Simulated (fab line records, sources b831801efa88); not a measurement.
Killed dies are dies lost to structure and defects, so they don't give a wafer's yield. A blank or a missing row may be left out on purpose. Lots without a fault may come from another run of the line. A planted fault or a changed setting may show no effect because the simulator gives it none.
Split-lot experiment | flow sky130 | 5 lots, 23 wafers read, on a route of 708 steps

THE SPLIT
At SKY_VIA4_CMP_02 (polishes SiO2), the setting leave_above_ref_nm was moved away from the recipe's 580 nm on 5 of the 23 wafers read, by -3.3% to -2.5%. The other wafers ran this setting at the recipe's value.

The file shows no step between the split and the reading.

THE READING
oes_product_au, in a.u., at SKY_VIA4_ETCH_12 (etches SiO2 in C4F8/O2/Ar, stops on TiN, target depth 580 nm). Fault-free wafers of this fab line usually give 0.925 a.u., standard deviation 0.0045 a.u..

wafer  | tool, chamber at the split | leave_above_ref_nm as run, nm | against the recipe | oes_product_au, a.u. | against lot-mates on the recipe
L077.1 | cmp-02, 3                  | 580                           | recipe             | 0.927                | -
L077.2 | cmp-02, 2,3,0              | 580                           | recipe             | 0.927                | -
L077.3 | cmp-02, 0                  | 580                           | recipe             | 0.922                | -
L077.5 | cmp-02, 2,3,0              | 580                           | recipe             | 0.928                | -
L077.6 | cmp-02, 2,3,0              | 580                           | recipe             | 0.926                | -
L080.2 | cmp-02, 0                  | 580                           | recipe             | 0.926                | -
L080.4 | cmp-02, 2                  | 580                           | recipe             | 0.927                | -
L080.5 | cmp-02, 3                  | 580                           | recipe             | 0.930                | -
L082.1 | cmp-02, 0,1                | 580                           | recipe             | 0.925                | -
L082.3 | cmp-02, 2                  | 560.6                         | -3.3%              | 0.905                | -0.020
L082.4 | cmp-02, 0,1                | 580                           | recipe             | 0.920                | -
L082.5 | cmp-02, 3                  | 560.6                         | -3.3%              | 0.903                | -0.022
L082.6 | cmp-02, 2                  | 580                           | recipe             | 0.929                | -
L084.1 | cmp-01, 1                  | 580                           | recipe             | 0.932                | -
L084.2 | cmp-01, 0                  | 580                           | recipe             | 0.924                | -
L084.3 | cmp-01, 2,3                | 580                           | recipe             | 0.932                | -
L084.5 | cmp-01, 2,3                | 580                           | recipe             | 0.924                | -
L084.6 | cmp-01, 0                  | 580                           | recipe             | 0.924                | -
L085.1 | cmp-02, 2                  | 580                           | recipe             | 0.926                | -
L085.2 | cmp-02, 1                  | 565.4                         | -2.5%              | 0.912                | -0.017
L085.3 | cmp-02, 0                  | 565.4                         | -2.5%              | 0.915                | -0.014
L085.4 | cmp-02, 3                  | 580                           | recipe             | 0.931                | -
L085.5 | cmp-02, 3                  | 565.4                         | -2.5%              | 0.910                | -0.019
Where a row lists several chambers, the file gives one row for several wafers and doesn't say which wafer went through which chamber.

THE FIT
A straight line over all 23 wafers: oes_product_au changes by +0.0063 a.u. for each +1% of leave_above_ref_nm; r = +0.93; the points scatter about the line by 0.0032 a.u..
The same after taking each lot's own level away (the mean of its wafers on the recipe; 23 wafers): +0.00629 a.u. for each +1%; r = +0.94; scatter 0.0029 a.u..
On that fit, the largest move of leave_above_ref_nm shifts the reading by 0.021 a.u..
The lots' own levels span 0.9247 to 0.9285 a.u., that is 0.9 times the standard deviation above.
So the lot-to-lot level changes the slope little: the two slopes agree.
Check: with one of the wafers moved furthest among these (-3.3%) left out of the fit, the line predicts -0.0216 a.u. for it against its lot-mates. It came out at -0.0197 a.u. against them.

OTHER SPLITS ON THESE WAFERS
These wafers also went through other splits before the reading. Each is held against what the fit with the lots' levels taken away leaves over:
other split on the same wafers   | wafers away from the commonest value | r with oes_product_au (lot level and that fit taken away)
SKY_CAP2M_METAL_ETCH_13 time_s   | 12                                   | -0.09
SKY_METAL4_COAT_08 spin_rpm      | 9                                    | +0.16
SKY_METAL4_DEVELOP_12 dev_temp_c | 6                                    | +0.15
SKY_VIA4_HDPCVD_00 time_s        | 8                                    | +0.07

THE WHOLE CHAIN: every reading that the file lists as answering this split, in the file's order
step                     | what it does                                                                      | reading                                                                        | change (the file's fit)                   | r (the file's)
SKY_VIA4_CMP_02          | polishes SiO2                                                                     | SiO2_of_VIA4_HDPCVD_00.thk_nm (the simulator's own value, which no gauge read) | +5.98 nm for each +1% of the setting      | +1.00
SKY_VIA4_ETCH_12         | etches SiO2 in C4F8/O2/Ar, stops on TiN, target depth 580 nm                      | oes_product_au                                                                 | +0.00637 a.u. for each +1% of the setting | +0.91
SKY_VIA4_ETCH_12         | etches SiO2 in C4F8/O2/Ar, stops on TiN, target depth 580 nm                      | VIA4.feature_depth_nm (the simulator's own value, which no gauge read)         | +5.74 nm for each +1% of the setting      | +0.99
SKY_METAL5_METAL_ETCH_15 | etches the open film in Cl2/BCl3, stops on SiO2, target depth 1260 nm, time 252 s | SiO2_of_VIA4_HDPCVD_00.thk_nm (the simulator's own value, which no gauge read) | +5.88 nm for each +1% of the setting      | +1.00

THE FILE'S OWN FIT
oes_product_au changes by +0.00637 a.u. for each +1% of leave_above_ref_nm, r = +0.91.
